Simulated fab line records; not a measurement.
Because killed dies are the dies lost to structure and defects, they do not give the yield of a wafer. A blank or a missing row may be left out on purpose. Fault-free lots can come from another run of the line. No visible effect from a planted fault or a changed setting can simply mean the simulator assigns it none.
Which tool was responsible? + flow sky130 + 13 lots with 39 wafers sampled at 5 steps, on a route of 708 steps

## WHAT THE GAUGES READ, wafer by wafer
SKY_VT_ADJUST_PCH_TW_MEAS_10.
| lot  | measured     | on            | VT_ADJUST_PCH_TW  |
|------|--------------|---------------|-------------------|
| L231 | day 10 10:48 | film-metro-02 | 142.3 142.5 142.6 |
| L234 | day 11 06:29 | film-metro-01 | 142.7 142.9 142.7 |
| L235 | day 11 18:33 | film-metro-02 | 141.2 142.4 142.4 |
| L236 | day 12 01:02 | film-metro-03 | 142.4 141.3 142.1 |
| L237 | day 12 11:46 | film-metro-03 | 142.4 142.7 142.9 |
| L239 | day 13 01:16 | film-metro-02 | 171.9 171.9 172.9 |
| L247 | day 15 13:42 | film-metro-01 | 172.0 172.1 172.1 |
| L248 | day 16 20:45 | film-metro-01 | 142.7 142.5 142.4 |
| L250 | day 17 05:37 | film-metro-01 | 142.5 142.3 142.4 |
| L249 | day 17 05:47 | film-metro-03 | 143.3 142.6 143.8 |
| L251 | day 17 10:22 | film-metro-01 | 142.1 142.7 142.4 |
| L253 | day 17 19:22 | film-metro-03 | 143.9 143.7 143.8 |
| L254 | day 18 05:42 | film-metro-03 | 143.6 144.0 143.0 |

SKY_METAL1_OVL_MEAS_16.
| lot  | measured     | on         | METAL1_OVL (nm) |
|------|--------------|------------|-----------------|
| L231 | day 32 18:21 | overlay-01 | -1 11 1         |
| L234 | day 33 20:16 | overlay-02 | -5 -2 -2        |
| L235 | day 33 23:19 | overlay-01 | 6 0 5           |
| L236 | day 34 19:40 | overlay-02 | 0 -2 6          |
| L237 | day 34 23:28 | overlay-01 | 0 -1 -1         |
| L239 | day 35 19:07 | overlay-02 | -2 9 6          |
| L247 | day 38 04:37 | overlay-02 | 2 2 3           |
| L248 | day 39 12:10 | overlay-01 | 0 7 0           |
| L250 | day 39 13:04 | overlay-01 | 10 4 1          |
| L249 | day 39 12:17 | overlay-01 | -4 -8 0         |
| L251 | day 39 15:43 | overlay-01 | 1 -6 0          |
| L253 | day 40 10:55 | overlay-02 | -3 1 -2         |
| L254 | day 40 15:19 | overlay-01 | -1 -6 -6        |

## WHAT TOOL EACH LOT RAN ON (gives the tool, then ch and the chambers of the sampled wafers, and finally the start)
| lot  | SKY_VT_ADJUST_LVTN_STRIP_20          | SKY_VT_ADJUST_PCH_IMPLANT_08    | SKY_METAL1_SPUTTER_00        |
|------|--------------------------------------|---------------------------------|------------------------------|
| L231 | plasma-asher-04 ch 0,1, day 7 17:46  | implanter-04 ch 0, day 10 10:33 | pvd-sputter-03, day 31 14:34 |
| L234 | plasma-asher-03 ch 0,1, day 8 11:40  | implanter-04 ch 0, day 11 06:15 | pvd-sputter-02, day 32 16:55 |
| L235 | plasma-asher-03 ch 0,1, day 8 22:14  | implanter-02 ch 0, day 11 18:18 | pvd-sputter-02, day 32 20:16 |
| L236 | plasma-asher-01 ch 0,1, day 9 05:19  | implanter-01 ch 0, day 12 00:49 | pvd-sputter-02, day 33 16:40 |
| L237 | plasma-asher-03 ch 0,1, day 9 12:52  | implanter-02 ch 0, day 12 11:33 | pvd-sputter-02, day 33 20:16 |
| L239 | plasma-asher-03 ch 0,1, day 10 00:32 | implanter-04 ch 0, day 13 00:44 | pvd-sputter-02, day 34 16:50 |
| L247 | plasma-asher-04 ch 0,1, day 12 07:30 | implanter-04 ch 0, day 15 13:09 | pvd-sputter-03, day 37 03:06 |
| L248 | plasma-asher-01 ch 0,1, day 13 09:59 | implanter-01 ch 0, day 16 20:30 | pvd-sputter-04, day 38 10:50 |
| L250 | plasma-asher-01 ch 0,1, day 13 17:34 | implanter-02 ch 0, day 17 05:22 | pvd-sputter-04, day 38 11:26 |
| L249 | plasma-asher-03 ch 0,1, day 13 18:13 | implanter-02 ch 0, day 17 05:33 | pvd-sputter-03, day 38 10:51 |
| L251 | plasma-asher-01 ch 0,1, day 13 23:20 | implanter-04 ch 0, day 17 10:08 | pvd-sputter-02, day 38 14:35 |
| L253 | plasma-asher-01 ch 0,1, day 14 05:19 | implanter-04 ch 0, day 17 19:08 | pvd-sputter-02, day 39 09:43 |
| L254 | plasma-asher-04 ch 0,1, day 14 15:04 | implanter-04 ch 0, day 18 05:30 | pvd-sputter-03, day 39 14:23 |
- SKY_VT_ADJUST_LVTN_STRIP_20: strips in O2/N2.
- SKY_VT_ADJUST_PCH_IMPLANT_08
- SKY_METAL1_SPUTTER_00: material Ti, target thk 15 nm, time 10 s.

## AS READ BY THE TOOLS THEMSELVES (means over the sampled wafers that have a number; for cases with no such wafer, the mark the record gives instead)
SKY_VT_ADJUST_LVTN_STRIP_20.
| lot  | tool            | drypump-motor-current-A (A) | oes-product-au (a.u.) | strip-time-to-endpoint-s (s) |
|------|-----------------|-----------------------------|-----------------------|------------------------------|
| L231 | plasma-asher-04 | 5.9                         | 0.714                 | 14.28                        |
| L234 | plasma-asher-03 | 5.6                         | 0.716                 | 14.10                        |
| L235 | plasma-asher-03 | 5.6                         | 0.716                 | 14.20                        |
| L236 | plasma-asher-01 | 6.2                         | 0.719                 | 14.26                        |
| L237 | plasma-asher-03 | 5.4                         | 0.718                 | 14.13                        |
| L239 | plasma-asher-03 | 5.6                         | 0.717                 | 14.30                        |
| L247 | plasma-asher-04 | 6.0                         | 0.715                 | 14.17                        |
| L248 | plasma-asher-01 | 6.3                         | 0.715                 | 14.12                        |
| L250 | plasma-asher-01 | 6.0                         | 0.718                 | 14.13                        |
| L249 | plasma-asher-03 | 5.6                         | 0.715                 | 14.19                        |
| L251 | plasma-asher-01 | 6.3                         | 0.720                 | 14.19                        |
| L253 | plasma-asher-01 | 6.0                         | 0.713                 | 14.15                        |
| L254 | plasma-asher-04 | 5.9                         | 0.716                 | 14.19                        |

SKY_METAL1_SPUTTER_00.
| lot  | tool           | throttle-valve-pct (%) |
|------|----------------|------------------------|
| L231 | pvd-sputter-03 | 30.0                   |
| L234 | pvd-sputter-02 | 29.2                   |
| L235 | pvd-sputter-02 | 29.6                   |
| L236 | pvd-sputter-02 | 29.5                   |
| L237 | pvd-sputter-02 | 30.7                   |
| L239 | pvd-sputter-02 | 28.9                   |
| L247 | pvd-sputter-03 | 30.0                   |
| L248 | pvd-sputter-04 | 30.8                   |
| L250 | pvd-sputter-04 | 31.0                   |
| L249 | pvd-sputter-03 | 30.8                   |
| L251 | pvd-sputter-02 | 29.7                   |
| L253 | pvd-sputter-02 | 29.0                   |
| L254 | pvd-sputter-03 | 30.4                   |

## THE ANSWER, worked out from the rows above alone
Rule: the lots themselves supply what counts as usual. The widest of any qualifying gaps counts: lots, ordered by their means at a reading, are off when they make up no more than a third of the lots, leave a main group of 4 or more, and stand apart from it by 3 or more times the standard deviation of that group's means. Not used: any main group whose means are identical at the precision the tables above print for the reading. Also off: a lot with no number at a reading for which 4 or more lots have one. All remaining lots with rows at the step are treated as sound. Order of review: gauges by route order, followed by the tools' own readings, for which a lot's mean as printed above is used. At the first step where some lot is off, the reading lying furthest off is the one used; lots without a number count as furthest.
Off: L239, L247, seen at SKY_VT_ADJUST_PCH_TW_MEAS_10 (VT_ADJUST_PCH_TW). Mean 142.7 and standard deviation 0.57 in the main group.
A tool fits if, at a process step before that reading, it ran every lot that is off, and no sound lot after the first of them. Those tools and the gauges at SKY_VT_ADJUST_PCH_TW_MEAS_10 are tried in the same way. No candidate that was tried fits.

## WHAT THE SIMULATOR HAD INSERTED
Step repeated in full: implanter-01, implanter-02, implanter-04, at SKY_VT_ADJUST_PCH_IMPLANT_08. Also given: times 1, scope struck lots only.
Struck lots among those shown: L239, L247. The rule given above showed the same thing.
